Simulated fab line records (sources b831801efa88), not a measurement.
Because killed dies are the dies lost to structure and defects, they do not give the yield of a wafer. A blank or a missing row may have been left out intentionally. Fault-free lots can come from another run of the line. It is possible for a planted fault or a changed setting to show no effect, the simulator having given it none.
fab line records    flow sky130
[record] lots = 5  wafers = 15  last_day = 50
route steps=708 shown VIA3@575
lots with no fault: from the same line, run without faults
start_h: start of the lot's first displayed wafer, in hours after the record's first day    wait_h: time in hours since the lot's previous step    " unchanged from the row above    L1.1+2: a row that stands for several wafers    - value missing, or start not given    * or withheld: withheld    < > ~ a bound
route shown NAME@n: a module of which the file shows steps, and the number in the route of the first    usual: mean and standard deviation over wafers with no fault    same: alike in all rows    chamber/n: place in a boat    sites: the reading at each site    _std_site: the standard deviation of these    _edge_site: the outer-site mean with the inner-site mean subtracted    radius_mm: for every site, how far away it sits from the centre of the wafer    mask NAME#n: copy n    behind: tool/chamber where the wafer was last shaped    hold: what put the lot on hold/how long, in hours/how the hold closed    device: which transistor (n, p or np) failed to switch    end of line: tests of these same wafers at the route's end    for a step that has no rows: nothing shown but its recipe    killed: dies lost to structure and defects at the first sort, not the wafer's yield    map: a wafer's dies, marking killed ones x, the rest . and places with no die _
set.NAME: the run value of the setting; set.NAME@STEP: its run value at that earlier step    model.NAME: the simulator's own value behind a step, which no gauge read
lots at selected steps of the route; one table per step, one row per wafer
services: the hour from which a tool's chamber was out of use, counted from the record's first day as start_h (under 0 if before that day), plus the number of hours and why
[[steps]]
[step SKY_VIA3_CMP_02]
[recipe] material = SiO2  down_force_psi = 4  platen_rpm = 60  pad_velocity_m_s = 0.94248
[usual] motor_current_A = 12.6/1.6
lot.wafer  tool    chamber  start_h  wait_h  motor_current_A
L869.1     cmp-02  1        951.98   0.1     12.4
L869.5     "       0        "        "       10.6
L869.6     "       1        "        "       12.5
L871.1     cmp-01  1        954.10   0.1     14.4
L871.3     "       2        "        "       14.5
L871.5     "       0        "        "       11.5
L882.1     cmp-01  0        1035.08  0.1     11.1
L882.4     "       2        "        "       13.5
L882.6     "       0        "        "       11.5
L884.3     cmp-02  2        1042.51  0.1     12.0
L884.2     "       3        "        "       10.9
L884.5     "       2        "        "       11.2
L887.1     cmp-01  1        1055.11  0.1     15.1
L887.4     "       3        "        "       14.5
L887.5     "       1        "        "       14.4
[step SKY_VIA3_BOW_MEAS_03]
[recipe] mode = bow
[usual] VIA3_BOW = 78/7.2
lot.wafer  tool           chamber  start_h  wait_h  VIA3_BOW[um]
L869.1     film_metro-01  -        952.23   0.2     65
L869.5     "              -        "        "       67
L869.6     "              -        "        "       73
L871.1     film_metro-02  -        954.30   0.1     83
L871.3     "              -        "        "       85
L871.5     "              -        "        "       76
L882.1     film_metro-02  -        1035.33  0.2     79
L882.4     "              -        "        "       81
L882.6     "              -        "        "       78
L884.2     film_metro-01  -        1042.78  0.2     89
L884.3     "              -        "        "       94
L884.5     "              -        "        "       89
L887.1     film_metro-03  -        1055.41  0.2     79
L887.4     "              -        "        "       82
L887.5     "              -        "        "       78
[step SKY_VIA3_DEHYDRATE_04]
[recipe] temp_c = 200  time_s = 60
[step SKY_VIA3_HMDS_05]
[recipe] prime_time_s = 60  prime_temp_c = 120
[step SKY_VIA3_COAT_06]
[recipe] resist = BARC  temp_c = withheld  time_s = withheld  spin_rpm = 3000  resist_thk_nm = 60
[step SKY_VIA3_COAT_07]
[recipe] resist = KrF-thick  spin_rpm = 3000  resist_thk_nm = 450
[step SKY_VIA3_SOFTBAKE_08]
[recipe] temp_c = 100  time_s = 90  resist = KrF-thick
[step SKY_VIA3_EXPOSE_09]
[recipe] mask_id = VIM3  na = 0.8  source_shape = annular  sigma_inner = 0.55  sigma_outer = 0.85  target_cd_nm = 200  dose_mj = 38
[step SKY_VIA3_PEB_10]
[recipe] peb_temp_c = withheld  peb_time_s = withheld  resist = KrF-thick
[step SKY_VIA3_DEVELOP_11]
[recipe] develop_time_s = 60  resist = KrF-thick  dev_temp_c = 21
[step SKY_VIA3_CD_MEAS_12]
[recipe] target_cd_nm = 200
[usual] cd_nm = 200.4/1.2
lot.wafer  tool       chamber  start_h  wait_h  cd_nm
L869.1     cd_sem-01  -        976.80   -       199.3
L869.5     "          -        "        "       200.3
L869.6     "          -        "        "       200.3
L871.1     cd_sem-01  -        978.05   -       199.0
L871.3     "          -        "        "       198.7
L871.5     "          -        "        "       199.4
L882.1     cd_sem-01  -        1058.23  -       200.7
L882.4     "          -        "        "       202.1
L882.6     "          -        "        "       200.9
L884.2     cd_sem-01  -        1064.85  -       202.9
L884.3     "          -        "        "       202.9
L884.5     "          -        "        "       201.8
L887.1     cd_sem-01  -        1076.27  -       198.9
L887.4     "          -        "        "       200.9
L887.5     "          -        "        "       199.7
[step SKY_VIA3_OVL_MEAS_13]
[usual] VIA3_OVL = -1/5.8
lot.wafer  tool        chamber  start_h  wait_h  VIA3_OVL[nm]
L869.1     overlay-01  -        976.92   0.1     0
L869.5     "           -        "        "       11
L869.6     "           -        "        "       4
L871.1     overlay-02  -        978.17   0.1     -7
L871.3     "           -        "        "       5
L871.5     "           -        "        "       -5
L882.1     overlay-01  -        1058.35  0.1     8
L882.4     "           -        "        "       0
L882.6     "           -        "        "       -3
L884.2     overlay-01  -        1064.96  0.1     -15
L884.3     "           -        "        "       -2
L884.5     "           -        "        "       -2
L887.1     overlay-02  -        1076.39  0.1     3
L887.4     "           -        "        "       3
L887.5     "           -        "        "       6
[step SKY_VIA3_ETCH_14]
[recipe] chemistry = N2/H2  target = BARC  ion_energy_ev = 200  source_w = 500  bias_w = 100  pressure_mtorr = 30  n2_flow_sccm = 100  h2_flow_sccm = 200  stop_on = SiO2  time_s = 45.9  target_depth_a = 600
[usual] drypump_motor_current_A = 5.7/0.36  oes_product_au = 0.855/0.0051  run_length_s = 74.4/0.53  throttle_valve_pct = 13.223/0.0085
lot.wafer  tool         chamber  start_h  wait_h  drypump_motor_current_A  oes_product_au  rf_hours_counter_h  run_length_s  throttle_valve_pct  model.KrF-thick_of_VIA3_COAT_07.thk_nm
L869.1     rie_diel-02  0        976.96   0.0     5.7                      0.867           26                  74.0          13.213              392.8
L869.5     "            3        "        "       5.3                      0.857           -                   74.6          13.222              392.2
L869.6     "            2        "        "       5.7                      0.861           -                   74.9          13.226              392.2
L871.1     rie_diel-02  1        978.21   0.0     5.4                      0.859           9                   74.7          13.200              393.3
L871.3     "            3        "        "       5.3                      0.849           17                  74.3          13.232              394.8
L871.5     "            2        "        "       5.8                      0.861           -                   75.0          13.226              392.8
L882.1     rie_diel-02  3        1058.39  0.0     5.3                      0.972           19                  69.2          13.235              397.5
L882.4     "            2        "        "       5.7                      0.848           20                  74.7          13.234              393
L882.6     "            3        "        "       5.3                      0.970           -                   68.7          13.243              398.2
L884.2     rie_diel-01  0        1064.99  0.0     5.8                      0.847           13                  74.9          13.236              394.5
L884.3     "            2        "        "       5.2                      0.856           9                   75.2          13.239              393.5
L884.5     "            3        "        "       6.4                      0.858           -                   73.8          13.228              392.8
L887.1     rie_diel-01  0        1076.43  0.0     5.8                      0.856           13                  75.5          13.218              391.5
L887.4     "            3        "        "       6.4                      0.851           -                   74.2          13.212              391.4
L887.5     "            0        "        "       5.8                      0.858           -                   75.2          13.214              392.4
[step SKY_VIA3_ETCH_15]
[recipe] target = SiO2  chemistry = C4F8/O2/Ar  target_depth_nm = 507  stop_on = TiN  mask_material = KrF-thick  source_w = 1500  bias_w = 1200  pressure_mtorr = 40  c4f8_flow_sccm = withheld  O2_flow_sccm = 6  Ar_flow_sccm = 300  time_s = 78
[usual] oes_product_au = 0.946/0.0046  run_length_s = 106.5/0.51
lot.wafer  tool         chamber  start_h  wait_h  oes_product_au  rf_hours_counter_h  run_length_s  model.KrF-thick_of_VIA3_COAT_07.thk_nm
L869.1     rie_diel-02  0        977.00   0.0     0.947           26                  105.8         289.5
L869.5     "            3        "        "       0.945           -                   106.4         290.9
L869.6     "            2        "        "       0.953           -                   107.0         290.5
L871.1     rie_diel-02  1        978.25   0.0     0.944           9                   106.4         291.4
L871.3     "            3        "        "       0.944           17                  106.4         292.8
L871.5     "            2        "        "       0.947           -                   107.2         290.1
L882.1     rie_diel-02  3        1058.43  0.0     0.944           19                  106.5         296.1
L882.4     "            2        "        "       0.950           20                  106.7         291.4
L882.6     "            3        "        "       0.943           -                   106.5         297.7
L884.2     rie_diel-01  0        1065.03  0.0     0.949           13                  106.9         295.1
L884.3     "            2        "        "       0.951           9                   106.9         292.4
L884.5     "            3        "        "       0.945           -                   106.6         292.9
L887.1     rie_diel-01  0        1076.47  0.0     0.942           13                  107.3         291.7
L887.4     "            3        "        "       0.954           -                   106.3         291.5
L887.5     "            0        "        "       0.940           -                   106.8         292.7
[step SKY_VIA3_STRIP_16]
[recipe] chemistry = O2/N2  power_w = 1400  pressure_mtorr = 1500  platen_temp_c = withheld  o2_flow_sccm = 3000  n2_flow_sccm = 300  overash_fraction = 0.5
[usual] drypump_motor_current_A = 5.7/0.56  oes_product_au = 0.402/0.0047  strip_time_to_endpoint_s = 4.134/0.024
[same] overash_fraction = 0.5
lot.wafer  tool             chamber  start_h  wait_h  drypump_motor_current_A  oes_product_au  rf_hours_counter_h  strip_time_to_endpoint_s
L869.1     plasma_asher-01  0        977.06   0.0     5.0                      0.406           52                  4.106
L869.5     "                0        "        "       4.9                      0.408           -                   4.122
L869.6     "                1        "        "       6.4                      0.403           -                   4.118
L871.1     plasma_asher-02  1        978.31   0.0     5.8                      0.401           82                  4.133
L871.3     "                1        "        "       5.8                      0.402           -                   4.156
L871.5     "                1        "        "       5.8                      0.403           -                   4.111
L882.1     plasma_asher-01  0        1058.49  0.0     4.9                      0.405           61                  4.189
L882.4     "                1        "        "       6.3                      0.393           -                   4.133
L882.6     "                0        "        "       4.9                      0.410           -                   4.209
L884.2     plasma_asher-02  0        1065.09  0.0     5.1                      0.403           90                  4.170
L884.3     "                1        "        "       5.8                      0.408           -                   4.141
L884.5     "                0        "        "       5.1                      0.403           -                   4.143
L887.1     plasma_asher-02  1        1076.53  0.0     5.8                      0.414           91                  4.120
L887.4     "                1        "        "       5.8                      0.406           -                   4.147
L887.5     "                0        "        "       5.1                      0.400           -                   4.147
[step SKY_VIA3_STRIP_17]
[recipe] chemistry = post_etch_residue_remover  time_s = 1200  temp_c = 72.5
[[services]]
tool         chamber  start_h  hours  kind
rie_diel-01  1        962.98   27.9   repair
rie_diel-02  0        1000.56  2.1    repair
rie_diel-02  0        1005.68  -      clean
rie_diel-02  0        1005.68  15.8   scheduled_down
rie_diel-02  0        1005.68  15.8   vent_cycle
cmp-02       -        1025.51  1.0    repair
rie_diel-02  -        1031.39  0.4    repair
rie_diel-01  1        1042.18  9.9    repair
rie_diel-01  1        1052.04  -      clean
rie_diel-01  1        1052.04  13.7   scheduled_down
rie_diel-01  1        1052.04  13.7   vent_cycle
cmp-01       -        1069.01  0.7    repair
rie_diel-01  2        1070.91  14.6   repair
rie_diel-02  1        1070.92  7.5    repair
cmp-01       -        1074.68  3.7    pm
[[key]]
[first_sign] step = SKY_VIA3_ETCH_14  reading = oes_product_au  direction = up  sigmas = 23  usual = 0.855  struck = 0.971
[effect] step = SKY_VIA3_ETCH_14  reading = run_length_s  direction = down  sigmas = 10  usual = *  struck = *
[effect] step = SKY_VIA3_STRIP_16  reading = strip_time_to_endpoint_s  direction = up  sigmas = 2.7  usual = *  struck = *
[model_effect] step = SKY_VIA3_ETCH_14  value = KrF-thick_of_VIA3_COAT_07.thk_nm  without = 392.3  struck = 397.8
[model_effect] step = SKY_VIA3_ETCH_15  value = KrF-thick_of_VIA3_COAT_07.thk_nm  without = 291.4  struck = 296.9
met_at SKY_VIA3_ETCH_14
struck_wafers L882.1,L882.6
sort_left_out L882.1,L882.6
onset_between 978.21 1058.39
[fault] kind = process_parameter_drift  tool = rie_diel-02  chamber = -  onset_h = 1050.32  steps = SKY_VIA3_ETCH_14  channel = time_s  offset = *  shape = step  end_h = 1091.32  scope = struck_wafers_only  acts_in = *  stated = *
// sort_left_out: the simulated sort isn't trusted on such a fault, so these wafers' sort isn't shown, and their yield isn't known
